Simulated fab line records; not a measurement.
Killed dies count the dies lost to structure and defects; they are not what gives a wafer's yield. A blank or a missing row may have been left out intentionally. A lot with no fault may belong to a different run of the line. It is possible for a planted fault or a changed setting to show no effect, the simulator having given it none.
Commonality check across tools    flow gf180mcu    11 lots, 33 wafers sampled

WHY THIS WAS OPENED
GF_V2_RS_MEAS_24, reading V2_W_RS: flagged on 2 of 11 lots. No-fault wafers: 0.326 ohm/sq, standard deviation 0.0049.
Rule: flag the lot when none of its wafers has a number, or when each of its wafers that has one lies beyond 4 standard deviations from that mean. The other lots count as sound.

lot   measured      on             V2_W_RS (ohm/sq), wafer by wafer  flag
L619  day 20 05:38  film-metro-03  0.322 0.321 0.328                 
L621  day 21 00:54  film-metro-01  0.332 0.324 0.329                 
L624  day 22 03:32  film-metro-03  0.322 0.330 0.322                 
L626  day 23 02:41  film-metro-03  0.323 0.327 0.323                 
L627  day 23 10:53  film-metro-01  0.324 0.322 0.323                 
L628  day 23 22:05  film-metro-01  0.332 0.325 0.326                 
L629  day 24 00:33  film-metro-04  0.327 0.333 0.333                 
L630  day 24 16:00  film-metro-03  0.320 0.326 0.327                 
L631  day 25 01:37  film-metro-04  0.328 0.341 0.333                 
L633  day 25 11:45  film-metro-01  0.503 0.481 0.502                 FLAGGED
L635  day 26 03:31  film-metro-01  0.513 0.504 0.497                 FLAGGED
Average over the flagged lots: 0.500 ohm/sq; offset from the usual +0.174 ohm/sq, equal to +36 standard deviations.

EACH LOT AND THE TOOL IT RAN ON
Before the reading, the record contains 3 process steps out of a 602-step route. Every cell lists first the tool, next ch and the chambers used by the sampled wafers, and last the start.
lot   flag     GF_M2_SPUTTER_03              GF_V2_SPUTTER_21              GF_V2_CVD_23
L619           pvd-sputter-02, day 18 03:28  pvd-sputter-02, day 20 05:26  cvd-w-01 ch 0,1, day 20 05:32
L621           pvd-sputter-04, day 18 22:15  pvd-sputter-03, day 21 00:40  cvd-w-02 ch 0,1, day 21 00:46
L624           pvd-sputter-02, day 20 01:20  pvd-sputter-01, day 22 03:16  cvd-w-02 ch 0,1, day 22 03:25
L626           pvd-sputter-02, day 21 00:49  pvd-sputter-03, day 23 02:21  cvd-w-02 ch 0, day 23 02:27
L627           pvd-sputter-03, day 21 09:53  pvd-sputter-02, day 23 10:41  cvd-w-02 ch 0,1, day 23 10:47
L628           pvd-sputter-04, day 21 21:22  pvd-sputter-02, day 23 21:52  cvd-w-01 ch 0,1, day 23 21:58
L629           pvd-sputter-03, day 22 00:55  pvd-sputter-01, day 24 00:20  cvd-w-01 ch 0,1, day 24 00:26
L630           pvd-sputter-02, day 22 16:28  pvd-sputter-01, day 24 15:47  cvd-w-02 ch 0,1, day 24 15:53
L631           pvd-sputter-02, day 23 02:19  pvd-sputter-02, day 25 01:23  cvd-w-01 ch 0,1, day 25 01:29
L633  FLAGGED  pvd-sputter-03, day 23 12:50  pvd-sputter-01, day 25 11:32  cvd-w-01 ch 0,1, day 25 11:38
L635  FLAGGED  pvd-sputter-04, day 24 05:17  pvd-sputter-03, day 26 03:19  cvd-w-01 ch 0,1, day 26 03:25
What is done by these steps:
- GF_M2_SPUTTER_03: material Ti, target thk 10 nm, time 6.7 s.
- GF_V2_SPUTTER_21: material Ti, target thk 15 nm, time 80.02 s.
- GF_V2_CVD_23: deposits W, target thk 350 nm, time 104.94 s.
- GF_V2_RS_MEAS_24: measures by four-point-probe.

FLAGGED AGAINST TOTAL, ONE TOOL AT A TIME (gauges that did the reading follow at the end)
step              tool            lots run  flagged  share of the flagged lots  sound lots run after its first flagged lot
GF_M2_SPUTTER_03  pvd-sputter-02  5         0        none                       -
GF_M2_SPUTTER_03  pvd-sputter-03  3         1        some                       0
GF_M2_SPUTTER_03  pvd-sputter-04  3         1        some                       0
GF_V2_SPUTTER_21  pvd-sputter-01  4         1        some                       0
GF_V2_SPUTTER_21  pvd-sputter-02  4         0        none                       -
GF_V2_SPUTTER_21  pvd-sputter-03  3         1        some                       0
GF_V2_CVD_23      cvd-w-01        6         2        all                        0
GF_V2_CVD_23      cvd-w-02        5         0        none                       -
GF_V2_RS_MEAS_24  film-metro-01   5         2        all                        0
GF_V2_RS_MEAS_24  film-metro-03   4         0        none                       -
GF_V2_RS_MEAS_24  film-metro-04   2         0        none                       -

WHAT THE TABLE ALLOWS
Every flagged lot went through 2 rows of the table: cvd-w-01 at GF_V2_CVD_23 and film-metro-01 at GF_V2_RS_MEAS_24.
- cvd-w-01 at GF_V2_CVD_23: 2 of its 6 lots flagged. It ran its last sound lot, L631, at day 25 01:29 and its first flagged lot, L633, at day 25 11:38: a fault with its onset between the two fits.
- film-metro-01 at GF_V2_RS_MEAS_24: 2 of its 5 lots flagged. It ran its last sound lot, L628, at day 23 22:05 and its first flagged lot, L633, at day 25 11:45: a fault with its onset between the two fits.
Counting lots can't tell these 2 tools apart, because each fits a fault that began at some hour. More lots, or a look at what each step does to the wafer, might.

WHAT HAD BEEN PUT IN BY THE SIMULATOR
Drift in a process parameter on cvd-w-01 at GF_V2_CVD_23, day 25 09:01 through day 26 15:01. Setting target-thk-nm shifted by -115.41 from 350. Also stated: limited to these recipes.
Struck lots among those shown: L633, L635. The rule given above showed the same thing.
